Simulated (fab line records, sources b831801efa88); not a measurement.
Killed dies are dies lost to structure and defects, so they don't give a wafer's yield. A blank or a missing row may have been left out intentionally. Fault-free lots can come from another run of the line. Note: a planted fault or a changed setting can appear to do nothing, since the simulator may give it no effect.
Comparing a struck lot with a sound one / flow sky130 / 19 steps out of a route of 708
Sound: wafers L289.1, L289.4, L289.5. Wafers struck: L293.1, L293.3, L293.6. The cause is given at the end.
For every step that has rows: the tool of each side, followed by ch and its chambers, followed by its first start. Under that, the readings that differ: sound wafers / struck wafers / difference of the means / sigmas: that difference in standard deviations of wafers without a fault.
alike: a reading whose means differ by less than 2 such deviations, as well as words and numbers matching on both sides. not compared: withheld readings; readings where some wafer has no value; bounds like >300 that might hide an equal value; numbers whose values overlap and for which the record gives no deviation.
The two part at a step that has a row with sigmas, a row that says differs or no value, or rows on one side only. When numbers do not overlap yet have no deviation, they are printed without sigmas and do not part them. A reading missing from all wafers of one side parts the sides only when that side holds two or more wafers.

first, 1 step without rows for these wafers: SKY_LDD_HVP_IMPLANT_08.
SKY_LDD_HVP_STRIP_09: strips in O2/N2.
  sound on plasma asher-02 ch 0,1, day 22 02:38; struck on plasma asher-02 ch 0,1, day 23 15:59
  alike: drypump motor current A, oes product au, strip time to endpoint s
  not compared: rf hours counter h
SKY_LDD_HVP_TW_MEAS_10:
  sound on film metro-04, day 22 02:44; struck on film metro-04, day 23 16:05
  alike: LDD_HVP_TW
then, 7 steps without rows for these wafers: SKY_LDD_LDN_DEHYDRATE_00 (time 60 s); SKY_LDD_LDN_HMDS_01 (prime time 60 s); SKY_LDD_LDN_COAT_02 (resist thk 1140 nm); SKY_LDD_LDN_SOFTBAKE_03 (time 60 s); SKY_LDD_LDN_EXPOSE_04 (exposes mask LDNTM, target cd 700 nm); SKY_LDD_LDN_PEB_05; SKY_LDD_LDN_DEVELOP_06 (develop time 60 s).
SKY_LDD_LDN_OVL_MEAS_07:
  sound on overlay-02, day 23 09:11; struck on overlay-01, day 24 22:20
reading=LDD_LDN_OVL (nm); sound=-3.7 -3.1 -3.2; struck=0.8 0.2 0.3; difference=+3.8; sigmas=+3
after that, 1 step had no rows for these wafers: SKY_LDD_LDN_IMPLANT_08.
SKY_LDD_LDN_IMPLANT_09:
  sound on implanter-02 ch 0, day 23 09:22; struck on implanter-02 ch 0, day 24 22:31
reading=implant ion amu; sound=75 75 75; struck=31 31 31; difference=-44; sigmas=
reading=model.implant.rp nm (nm); sound=12.61 12.61 12.61; struck=22.44 22.44 22.44; difference=+9.83; sigmas=
reading=model.implant.drp nm (nm); sound=5.933 5.933 5.933; struck=10.9 10.9 10.9; difference=+5.0; sigmas=
  alike: rotation deg
then, 2 steps without rows for these wafers: SKY_LDD_LDN_IMPLANT_10; SKY_LDD_LDN_IMPLANT_11.
SKY_LDD_LDN_STRIP_12: strips in O2/N2.
  sound on plasma asher-01 ch 0,1, day 23 09:49; struck on plasma asher-04 ch 0,1, day 24 22:58
  alike: drypump motor current A, oes product au, strip time to endpoint s
  not compared: rf hours counter h
SKY_LDD_LDN_TW_MEAS_13:
  sound on film metro-03, day 23 09:55; struck on film metro-04, day 24 23:04
reading=LDD_LDN_TW; sound=1467 1483 1476; struck=1403 1405 1401; difference=-72; sigmas=-10
then, 1 step without rows for these wafers: SKY_LDD_LDN_CLEAN_14 (cleans in SC1/SC2, time 150 s).
-- record jumps: 22 days separate the struck wafers' starts on either side; left off in module LDD_LDN, taken up again in module PAD_OPEN, whose first shown step is the route's number 708 --
SKY_PAD_OPEN_PROBE_99:
  sound on prober-02, day 46 01:50; struck on prober-01, day 47 04:09
reading=model.etest.tip sonos.rs ohm sq; sound=2677 2648 2678; struck=1921 1924 1881; difference=-759; sigmas=
reading=model.etest.sonos uncharged.r on ohm um; sound=823.6 829.4 821; struck=765 756 775.5; difference=-59; sigmas=
reading=model.etest.sonos programmed.off log10 a um; sound=-14 -14.01 -13.88; struck=-12.27 -12.3 -12.68; difference=+1.55; sigmas=
reading=model.etest.sonos programmed.vt v (V); sound=1.522 1.495 1.551; struck=1.32 1.339 1.306; difference=-0.20; sigmas=
reading=model.etest.sonos uncharged.vt v (V); sound=-0.4339 -0.4168 -0.417; struck=-0.5578 -0.5878 -0.561; difference=-0.1463; sigmas=
reading=model.etest.sonos baked.vt v (V); sound=1.003 1.012 1.056; struck=0.8263 0.8513 0.8328; difference=-0.1869; sigmas=
reading=model.etest.sonos erased.vt v (V); sound=-2.265 -2.302 -2.276; struck=-2.376 -2.432 -2.369; difference=-0.111; sigmas=
  alike: killed_at_M0_to_M3, killed_at_M4_up, killed at contacts, killed at front end, killed at other, killed dies, killed open, killed short

## WHERE THEY PART
At SKY_LDD_LDN_OVL_MEAS_07 first; at SKY_LDD_LDN_TW_MEAS_13 last (within this record only). Later steps at which nothing parts them and some readings are alike: SKY_PAD_OPEN_PROBE_99.

WHY: what had been put in by the simulator
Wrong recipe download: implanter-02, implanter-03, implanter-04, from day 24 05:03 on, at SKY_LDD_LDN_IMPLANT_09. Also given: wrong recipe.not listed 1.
